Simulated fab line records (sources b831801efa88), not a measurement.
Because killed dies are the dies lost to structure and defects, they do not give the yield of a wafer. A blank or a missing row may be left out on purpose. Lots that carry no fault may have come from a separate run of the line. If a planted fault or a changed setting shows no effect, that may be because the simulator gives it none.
fab line records | flow gf180mcu
[record] lots = 13 wafers = 39 last-day = 34
route steps=602 shown HV_LDD@197
lots that met no fault: taken from a fault-free run of the same line
start-h: the number of hours between the record's first day and the start of the first shown wafer of the lot | wait-h: hours since the lot's step before | " repeats the value in the row above | L1.1+2: one row covering several wafers at once | - no value, or no start was given | * or withheld: withheld | < > ~ a bound
route shown NAME@n: a module of which the file shows steps, and the number in the route of the first | usual: the fault-free wafers' mean and standard deviation | same: alike in all rows | chamber/n: place in a boat | sites: readings site by site | _std_site: their standard deviation | _edge_site: mean of outer sites minus mean of inner sites | radius-mm: how far each site lies from the wafer's centre | mask NAME#n: copy n | behind: the last tool/chamber to shape the wafer | hold: cause of the lot's hold/its duration in hours/its outcome | device: transistor that didn't switch, given as n, p or np | end of line: at the end of the route, the tests of the same wafers | where a step has no rows: the recipe by itself | killed: dies lost to structure and defects at the first sort, not the wafer's yield | map: per-die view of a wafer (x killed, . not killed, _ where there is no die)
set.NAME: the setting as run; set.NAME@STEP: as run at that earlier step | model.NAME: the simulator's own value behind a step, which no gauge read
steps of the route over a sample of lots; a table a step, a row a wafer
services: when a tool's chamber went out of use (start-h, in hours from the record's first day, below 0 if earlier), for how many hours, and the reason
[[steps]]
[step GF_HV_LDD_IMPLANT_21]
[recipe] species = BF2 energy-kev = 25 dose-cm2 = 5e+13 tilt-deg = 7
[usual] beam-on-s = 10.00/0.21 dose-ions-cm2 = 4.999e+13/5.5e+10 faraday-current-uA = 282/5.9
// columns lot.wafer tool chamber start-h wait-h beam-on-s dose-ions-cm2 faraday-current-uA
L182.1 implanter-03 0 236.41 0.0 9.90 4.998e+13 285
L182.4 " 0 " " 10.11 4.995e+13 279
L182.5 " 0 " " 9.86 4.998e+13 284
L184.1 implanter-02 0 250.19 0.0 10.25 4.999e+13 275
L184.3 " 0 " " 9.70 4.991e+13 290
L184.4 " 0 " " 10.29 4.996e+13 273
L183.2 implanter-01 0 254.34 0.0 9.80 5.004e+13 287
L183.3 " 0 " " 10.18 4.993e+13 276
L183.6 " 0 " " 9.98 5.003e+13 282
L185.1 implanter-02 0 261.11 0.0 10.40 4.999e+13 270
L185.2 " 0 " " 10.15 5.006e+13 278
L185.4 " 0 " " 9.75 4.998e+13 289
L186.1 implanter-02 0 268.05 0.0 10.19 4.986e+13 277
L186.3 " 0 " " 10.03 4.992e+13 281
L186.6 " 0 " " 10.30 4.993e+13 273
L189.2 implanter-03 0 289.63 0.0 9.79 4.994e+13 287
L189.3 " 0 " " 9.76 4.992e+13 288
L189.4 " 0 " " 10.03 4.999e+13 281
L195.1 implanter-02 0 337.55 0.0 15.67 2.1766e+14 779
L195.3 " 0 " " 15.28 2.1768e+14 802
L195.5 " 0 " " 15.47 2.177e+14 794
L196.3 implanter-02 0 345.19 0.1 14.89 2.1776e+14 821
L196.4 " 0 " " 15.18 2.178e+14 809
L196.6 " 0 " " 15.06 2.1768e+14 814
L198.2 implanter-03 0 360.96 0.0 9.75 5.006e+13 288
L198.5 " 0 " " 9.93 4.999e+13 284
L198.6 " 0 " " 10.51 5.002e+13 268
L200.2 implanter-03 0 372.96 0.0 10.03 5.002e+13 282
L200.3 " 0 " " 10.01 5e+13 282
L200.5 " 0 " " 9.95 5.001e+13 283
L201.2 implanter-03 0 377.33 0.0 9.88 5.004e+13 286
L201.5 " 0 " " 9.71 5.004e+13 290
L201.6 " 0 " " 9.86 5e+13 285
L202.3 implanter-03 0 393.09 0.1 10.23 5.003e+13 276
L202.4 " 0 " " 9.95 5.012e+13 284
L202.6 " 0 " " 10.14 4.999e+13 277
L205.3 implanter-01 0 414.81 0.1 10.23 5.008e+13 275
L205.4 " 0 " " 10.10 5e+13 278
L205.5 " 0 " " 9.97 5e+13 283
[step GF_HV_LDD_TW_MEAS_23]
[usual] HV_LDD_2_TW = 1053/10
// columns lot.wafer tool chamber start-h wait-h HV_LDD_2_TW
L182.1 film-metro-04 - 236.66 0.1 1047
L182.4 " - " " 1044
L182.5 " - " " 1044
L184.1 film-metro-02 - 250.44 0.1 1055
L184.3 " - " " 1052
L184.4 " - " " 1055
L183.2 film-metro-02 - 254.62 0.1 1053
L183.3 " - " " 1058
L183.6 " - " " 1057
L185.1 film-metro-02 - 261.36 0.1 1062
L185.2 " - " " 1058
L185.4 " - " " 1061
L186.1 film-metro-03 - 268.30 0.1 1044
L186.3 " - " " 1037
L186.6 " - " " 1043
L189.2 film-metro-04 - 289.86 0.1 1052
L189.3 " - " " 1054
L189.4 " - " " 1054
L195.1 film-metro-02 - 337.80 0.1 1682
L195.3 " - " " 1665
L195.5 " - " " 1674
L196.3 film-metro-03 - 345.41 0.1 1647
L196.4 " - " " 1636
L196.6 " - " " 1652
L198.2 film-metro-02 - 361.20 0.1 1055
L198.5 " - " " 1065
L198.6 " - " " 1059
L200.2 film-metro-04 - 373.20 0.1 1051
L200.3 " - " " 1045
L200.5 " - " " 1050
L201.2 film-metro-04 - 377.56 0.1 1051
L201.5 " - " " 1052
L201.6 " - " " 1050
L202.3 film-metro-03 - 393.31 0.1 1034
L202.4 " - " " 1027
L202.6 " - " " 1031
L205.3 film-metro-04 - 415.06 0.1 1053
L205.4 " - " " 1053
L205.5 " - " " 1043
[[services]]
// columns tool chamber start-h hours kind
implanter-03 - 217.88 5.2 pm
implanter-02 - 221.28 9.9 repair
implanter-02 - 221.98 6.4 repair
implanter-02 - 234.39 2.2 repair
implanter-02 - 274.42 6.7 pm
implanter-02 - 414.74 2.8 pm
[[key]]
[first-sign] step = GF_HV_LDD_IMPLANT_21 reading = dose-ions-cm2 direction = up sigmas = 99+ usual = 4.999e+13 struck = 2.1772e+14
[effect] step = GF_HV_LDD_IMPLANT_21 reading = faraday-current-uA direction = up sigmas = 88 usual = 282 struck = 803
[effect] step = GF_HV_LDD_TW_MEAS_23 reading = HV_LDD_2_TW direction = up sigmas = 59 usual = 1053 struck = 1659
met-at GF_HV_LDD_IMPLANT_21
struck-lots L195,L196
tester-left-out L195,L196
onset-between 268.05 337.55
[fault] kind = process-parameter-drift tool = implanter-02 chamber = - onset-h = 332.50 steps = GF_HV_LDD_IMPLANT_21 channel = dose-cm2 offset = 1.6773e+14 shape = step end-h = 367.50 acts-in = these-recipes-only stated = 5e+13
// tester-left-out: of these lots the tester's yield and bins aren't shown, on N5 and GAA mostly nor the transistor test; their killed dies are dies lost to structure and defects alone, not to doping, threshold or leakage, so they don't give the yield
